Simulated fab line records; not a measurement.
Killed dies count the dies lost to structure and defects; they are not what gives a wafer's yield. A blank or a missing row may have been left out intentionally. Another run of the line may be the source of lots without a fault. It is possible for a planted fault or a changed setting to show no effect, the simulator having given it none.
The tool behind it: which one? | flow gf180mcu | 42 wafers from 15 lots sampled at 4 of the route's 602 steps

WHAT THE GAUGES SHOWED, per wafer
GF_HV_LDD_OVL_MEAS_08.
lot  | measured     | on         | HV_LDD_OVL (nm)
L994 | day 10 02:41 | overlay-02 | -1.4 1.3 0.7
L995 | day 10 04:52 | overlay-01 | -1.1 -0.2 -1.1
L996 | day 10 10:20 | overlay-02 | -0.8 -1.0 -2.0
L997 | day 10 20:59 | overlay-01 | 2.5 -1.0 2.3
L998 | day 11 08:26 | overlay-02 | 0.4 0.4 0.7
L999 | day 11 14:28 | overlay-02 | -0.6 -0.3 -0.3
L100 | day 11 18:13 | overlay-02 | 0.8 1.8 2.5
L101 | day 12 04:53 | overlay-02 | 0.6 2.2 1.4
L108 | day 14 04:56 | overlay-01 | -0.1 -0.5
L109 | day 14 11:08 | overlay-02 | -0.3 0.1
L110 | day 14 19:26 | overlay-01 | -0.5 -1.0
L112 | day 16 01:14 | overlay-02 | 2.0 0.8 0.7
L113 | day 16 10:43 | overlay-02 | 2.7 2.3 1.4
L114 | day 16 14:10 | overlay-01 | -2.0 -1.8 -1.8
L117 | day 17 05:53 | overlay-02 | -1.7 -1.7 0.4

GF_V1_THK_MEAS_03.
lot  | measured     | on            | V1_CVD_02_THK (nm)
L994 | day 17 03:25 | film-metro-03 | 849 849 852
L995 | day 17 07:46 | film-metro-03 | 845 858 868
L996 | day 17 13:07 | film-metro-03 | 840 856 867
L997 | day 18 05:10 | film-metro-02 | 851 852 856
L998 | day 18 17:43 | film-metro-03 | 857 875 878
L999 | day 19 01:18 | film-metro-03 | 848 872 878
L100 | day 19 06:40 | film-metro-04 | 837 851 858
L101 | day 20 05:20 | film-metro-02 | 851 855 853
L108 | day 22 07:48 | film-metro-03 | 840 848
L109 | day 22 12:47 | film-metro-03 | 831 838
L110 | day 22 23:40 | film-metro-04 | 851 847
L112 | day 24 06:38 | film-metro-04 | 834 843 854
L113 | day 24 15:52 | film-metro-02 | 850 848 835
L114 | day 24 18:07 | film-metro-03 | 845 848 852
L117 | day 25 08:16 | film-metro-03 | 830 837 850

GF_V1_BOW_MEAS_05.
lot  | measured     | on            | V1_BOW (um)
L994 | day 17 03:46 | film-metro-04 | 83 72 67
L995 | day 17 08:07 | film-metro-02 | 81 80 98
L996 | day 17 13:29 | film-metro-02 | 94 71 86
L997 | day 18 05:32 | film-metro-03 | 73 79 72
L998 | day 18 18:05 | film-metro-02 | 77 80 70
L999 | day 19 01:40 | film-metro-03 | 78 73 67
L100 | day 19 07:02 | film-metro-03 | 93 98 89
L101 | day 20 05:43 | film-metro-03 | 83 78 80
L108 | day 22 08:10 | film-metro-02 | 91 91
L109 | day 22 13:09 | film-metro-02 | 80 81
L110 | day 23 00:05 | film-metro-02 | 84 72
L112 | day 24 06:59 | film-metro-02 | 72 88 82
L113 | day 24 16:13 | film-metro-03 | 81 82 84
L114 | day 24 18:28 | film-metro-04 | 85 78 77
L117 | day 25 08:37 | film-metro-04 | 77 85 74

EACH LOT AND THE TOOL THAT RAN IT (in order: tool; ch and the chambers of the sampled wafers; start)
lot  | GF_VT_IMPLANT_SOFTBAKE_03
L994 | litho-track-03 ch 0, day 5 10:50
L995 | litho-track-03 ch 0, day 5 12:59
L996 | litho-track-01 ch 0, day 5 15:56
L997 | litho-track-01 ch 0, day 6 03:44
L998 | litho-track-03 ch 0, day 6 13:02
L999 | litho-track-02 ch 0, day 6 17:14
L100 | litho-track-03 ch 0, day 6 19:58
L101 | litho-track-02 ch 0, day 7 05:22
L108 | litho-track-01 ch 0, day 8 19:35
L109 | litho-track-01 ch 0, day 9 00:46
L110 | litho-track-01 ch 0, day 9 08:11
L112 | litho-track-03 ch 0, day 10 07:50
L113 | litho-track-02 ch 0, day 10 14:28
L114 | litho-track-03 ch 0, day 10 16:23
L117 | litho-track-03 ch 0, day 11 09:23
- GF_VT_IMPLANT_SOFTBAKE_03: time 60 s.

AS READ BY THE TOOLS THEMSELVES (means over the sampled wafers that have a number; for cases with no such wafer, the mark the record gives instead)
GF_VT_IMPLANT_SOFTBAKE_03.
lot  | tool           | heater-power-total-W (W) | run-length-s (s)
L994 | litho-track-03 | 56.58                    | 89.08
L995 | litho-track-03 | 56.63                    | 88.95
L996 | litho-track-01 | 56.61                    | 89.44
L997 | litho-track-01 | 56.57                    | 89.35
L998 | litho-track-03 | 56.58                    | 89.01
L999 | litho-track-02 | 56.61                    | 88.93
L100 | litho-track-03 | 56.56                    | 88.98
L101 | litho-track-02 | 56.60                    | 88.81
L108 | litho-track-01 | 58.42                    | 84.25
L109 | litho-track-01 | 58.50                    | 84.31
L110 | litho-track-01 | 58.45                    | 84.32
L112 | litho-track-03 | 56.60                    | 89.12
L113 | litho-track-02 | 56.60                    | 88.87
L114 | litho-track-03 | 56.53                    | 89.01
L117 | litho-track-03 | 56.60                    | 88.99

THE ANSWER, worked out from the rows above alone
Rule: the lots themselves supply what counts as usual. Put in order of their means at a reading, lots are off if they are a third of the lots or fewer, leave a main group of 4 or more, and stand apart from it by a gap of 3 or more times the standard deviation of the main group's means; of several such gaps the widest counts. Not used: any main group whose means are identical at the precision the tables above print for the reading. Also off: a lot with no number at a reading for which 4 or more lots have one. The other lots that the step has rows for count as sound. First the gauges in route order, then the tools' own readings, where a lot's mean is used as printed above. The first step at which some lot is off is used, and at that step the reading that is off furthest; a lot without a number counts as furthest.
Off: L108, L109, L110 (GF_VT_IMPLANT_SOFTBAKE_03, heater-power-total-W). The main group has a mean of 56.59 W with a standard deviation of 0.026.
If a tool, at that step or one of the process steps before it, ran each lot that is off and ran no sound lot following the first of them, it fits. One fits: litho-track-01 at GF_VT_IMPLANT_SOFTBAKE_03. A fault onset in the window from L997 (day 6 03:44, its last sound lot) to L108 (day 8 19:35, its first lot off) fits.
The tool's own readings at GF_VT_IMPLANT_SOFTBAKE_03 bear it out: on the lots that are off they differ by more than 5 times the standard deviation of the sound lots' means. heater-power-total-W reads 58.46 W there against 56.59 W on the sound lots; run-length-s reads 84.29 s there against 89.05 s on the sound lots.

WHAT HAD BEEN PUT IN BY THE SIMULATOR
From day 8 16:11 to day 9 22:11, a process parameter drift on litho-track-01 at GF_VT_IMPLANT_SOFTBAKE_03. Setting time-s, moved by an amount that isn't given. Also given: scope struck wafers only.
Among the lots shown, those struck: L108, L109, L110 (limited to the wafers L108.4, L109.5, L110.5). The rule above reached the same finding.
